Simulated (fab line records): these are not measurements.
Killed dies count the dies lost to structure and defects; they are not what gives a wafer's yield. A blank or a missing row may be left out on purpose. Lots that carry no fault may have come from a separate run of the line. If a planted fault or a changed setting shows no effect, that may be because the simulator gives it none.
Check of tool commonality ; flow sky130 ; Sample size 12 lots and 34 wafers

## WHY THIS WAS OPENED
At SKY_VIA3_OVL_MEAS_13 the reading VIA3_OVL is flagged on 2 of 12 lots. Fault-free wafers read 0 nm, with a standard deviation of 5.9.
Rule: a lot is flagged in two cases, either no wafer of it has a number, or all its wafers with numbers fall more than 4 standard deviations from that mean. The other lots count as sound.

lot;measured;on;VIA3_OVL (nm), wafer by wafer;flag
L323;day 41 14:45;overlay-01;6 6 0;
L326;day 42 05:03;overlay-02;-7 -1 -3;
L329;day 42 13:33;overlay-02;-2 5 -9;
L328;day 42 14:55;overlay-01;-5 -8 -8;
L332;day 43 10:45;overlay-02;0 1 -4;
L333;day 43 20:09;overlay-02;2 2 3;
L335;day 44 09:04;overlay-02;76 76;FLAGGED
L334;day 44 11:03;overlay-02;79 90;FLAGGED
L336;day 44 14:19;overlay-02;1 -1 -7;
L337;day 45 00:56;overlay-02;8 3 4;
L343;day 46 07:02;overlay-02;1 3 1;
L345;day 46 20:45;overlay-01;-6 5 -5;
Average over the flagged lots: 80 nm; offset from the usual +80 nm, equal to +14 standard deviations.

## WHICH TOOL EACH LOT WENT THROUGH
Before the reading, the record contains 2 process steps out of a 708-step route. Every cell lists first the tool, next ch and the chambers used by the sampled wafers, and last the start.
lot;flag;SKY_VIA2_CMP_02;SKY_VIA3_EXPOSE_09
L323;;cmp-01 ch 1,2, day 37 02:50;krf_scanner-02 ch 0, day 41 02:28
L326;;cmp-01 ch 0,3, day 37 17:16;krf_scanner-01 ch 0, day 41 16:51
L329;;cmp-02 ch 1,2,3, day 38 04:17;krf_scanner-01 ch 0, day 42 01:10
L328;;cmp-02 ch 0,2,3, day 38 05:36;krf_scanner-02 ch 0, day 42 03:17
L332;;cmp-01 ch 0,1,3, day 39 05:45;krf_scanner-01 ch 0, day 42 23:13
L333;;cmp-02 ch 0,2, day 39 14:14;krf_scanner-01 ch 0, day 43 08:40
L335;FLAGGED;cmp-01 ch 1,2, day 40 04:02;krf_scanner-02 ch 0, day 43 21:35
L334;FLAGGED;cmp-01 ch 0,2, day 40 07:48;krf_scanner-02 ch 0, day 43 23:26
L336;;cmp-01 ch 1,2, day 40 09:05;krf_scanner-01 ch 0, day 44 02:54
L337;;cmp-02 ch 1,2, day 40 21:10;krf_scanner-01 ch 0, day 44 13:32
L343;;cmp-01 ch 2,3, day 42 07:09;krf_scanner-01 ch 0, day 45 20:00
L345;;cmp-01 ch 0,1,3, day 42 23:09;krf_scanner-01 ch 0, day 46 10:30
What these steps do:
- SKY_VIA2_CMP_02: polishes SiO2.
- SKY_VIA3_EXPOSE_09: exposes mask VIM3, target cd 200 nm.
- SKY_VIA3_OVL_MEAS_13

## FLAGGED AGAINST TOTAL, ONE TOOL AT A TIME (gauges that did the reading follow at the end)
step;tool;lots run;flagged;share of the flagged lots;sound lots run after its first flagged lot
SKY_VIA2_CMP_02;cmp-01;8;2;all;3 (L336,L343,L345)
SKY_VIA2_CMP_02;cmp-02;4;0;none;-
SKY_VIA3_EXPOSE_09;krf_scanner-01;8;0;none;-
SKY_VIA3_EXPOSE_09;krf_scanner-02;4;2;all;0
SKY_VIA3_OVL_MEAS_13;overlay-01;3;0;none;-
SKY_VIA3_OVL_MEAS_13;overlay-02;9;2;all;3 (L336,L337,L343)

## WHAT IS ALLOWED BY THE TABLE
Rows of the table that ran every flagged lot, 3 in all: cmp-01 at SKY_VIA2_CMP_02, krf_scanner-02 at SKY_VIA3_EXPOSE_09, overlay-02 at SKY_VIA3_OVL_MEAS_13.
- cmp-01 at SKY_VIA2_CMP_02 ran 8 lots, 2 of them flagged. After the first flagged lot (L336, L343, L345), sound lots still ran on it; a lasting fault on the whole tool would not permit that.
- krf_scanner-02 at SKY_VIA3_EXPOSE_09 ran 4 lots, 2 of them flagged. Last sound lot L328 at day 42 03:17, first flagged lot L335 at day 43 21:35; a fault beginning in between fits.
- overlay-02 at SKY_VIA3_OVL_MEAS_13 ran 9 lots, 2 of them flagged. After the first flagged lot (L336, L337, L343), sound lots still ran on it; a lasting fault on the whole tool would not permit that.
One tool is left: krf_scanner-02 at SKY_VIA3_EXPOSE_09.

## WHAT THE SIMULATOR PUT IN
Scanner matching overlay: krf_scanner-02, from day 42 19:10 on, at SKY_VIA3_EXPOSE_09. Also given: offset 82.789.
Struck lots among those shown: L335, L334. The rule above reached the same finding.
